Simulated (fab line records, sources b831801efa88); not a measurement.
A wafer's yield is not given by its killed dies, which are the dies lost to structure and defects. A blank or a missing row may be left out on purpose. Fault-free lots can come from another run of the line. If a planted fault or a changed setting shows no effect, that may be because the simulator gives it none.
Problem report, 8D (eight disciplines) form, completed by code / flow sfq-line / the parts of the form that need people (team, actions taken, sign-off) are left out

== 1. THE PROBLEM ==
Wafers without a fault read 182.3 W, standard deviation 0.67; rf-fwd-power-W at SFQ_TRILAYER_I7_DEP_PECVD_183 reads a mean of 154.0 W on 3 wafers belonging to 2 lots. That is -42 standard deviations from the usual mean.
The step: deposits SiO2 from SiH4/N2O, time 111.11 s, target thk 500 nm.
Seen first at day 66 20:56 on pecvd-04, wafer L528.2. The record holds 18 wafers of 6 lots with a number at this step. The rule behind "out" and "out of limits": a value lying over 4 standard deviations away from the usual mean. Any other wafer with a number is counted as sound.

== 2. WHAT IT IS, AND WHAT IT ISN'T ==
question=which readings at this step | is=rf-fwd-power-W | is not=heater-power-w, throttle-valve-pct
question=which lots | is=L528, L531 | is not=L518, L533, L540, L541
question=which wafers of those lots | is=L528.2, L528.4, L531.1 | is not=L528.3, L531.3, L531.5
question=read on which tools | is=pecvd-04 | is not=pecvd-01, pecvd-03
question=when | is=from day 66 20:56 | is not=up to then (4 sound wafers); but 11 sound wafers of L531, L533, L540, L541 came after

== 3. THE SUSPECTS, EACH WITH WHAT RULES IT OUT ==
Counting: if a tool at a process step up to the reading ran every lot that is out, it stays a suspect. Sound lots after the first of them don't rule it out here, since some wafers of a struck lot are sound.
- pecvd-04 at SFQ_TRILAYER_I7_DEP_PECVD_183 (deposits SiO2 from SiH4/N2O, time 111.11 s, target thk 500 nm): kept. It ran every lot that is out, first L528 (day 66 20:56). Out on those wafers are its own readings of rf-fwd-power-W.
- At SFQ_TRILAYER_I7_DEP_PECVD_183, inside pecvd-04: chamber 0 took the wafers that are out, while their sound lot-mates went through chambers 1, 2.
Remaining after the count: pecvd-04 at SFQ_TRILAYER_I7_DEP_PECVD_183.

== 4. THE CAUSE (what the simulator had put in) ==
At SFQ_TRILAYER_I7_DEP_PECVD_183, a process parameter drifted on pecvd-04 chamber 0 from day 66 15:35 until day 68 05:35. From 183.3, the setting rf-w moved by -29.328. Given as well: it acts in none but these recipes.
After counting, this tool was the only one left.

== 5. THE EFFECT CHAIN, in route order ==
Each row: a reading where the mean over the struck wafers with a number is more than 3 standard deviations away from the usual. Only readings whose record carries a usual standard deviation are examined. hours: median over the lots of the time between each lot's start at the first step of this table that gives one and its start at this step. sigmas: the change, counted in usual standard deviations.
hours=0; step=SFQ_TRILAYER_I7_DEP_PECVD_183; reading=rf-fwd-power-W; usual=182.3 W; on struck wafers=154.0; change=-28.3; sigmas=-42
hours=1; step=SFQ_TRILAYER_I7_CMP_CMP_184; reading=time-to-endpoint-s; usual=221 s; on struck wafers=199; change=-22; sigmas=-3.4
Its process steps:
- SFQ_TRILAYER_I7_DEP_PECVD_183: deposits SiO2 from SiH4/N2O, time 111.11 s, target thk 500 nm.
- SFQ_TRILAYER_I7_CMP_CMP_184: polishes SiO2.
At these later measuring or inspecting steps, every struck wafer for which the step has a row has a number for every such reading, and none has moved that far: SFQ_I7_BOW_MEAS_946.

== 6. WHAT WOULD HAVE CAUGHT IT SOONER ==
In this record the first reading out of limits was taken at day 66 20:56, 5 hours after the fault began at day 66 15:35.
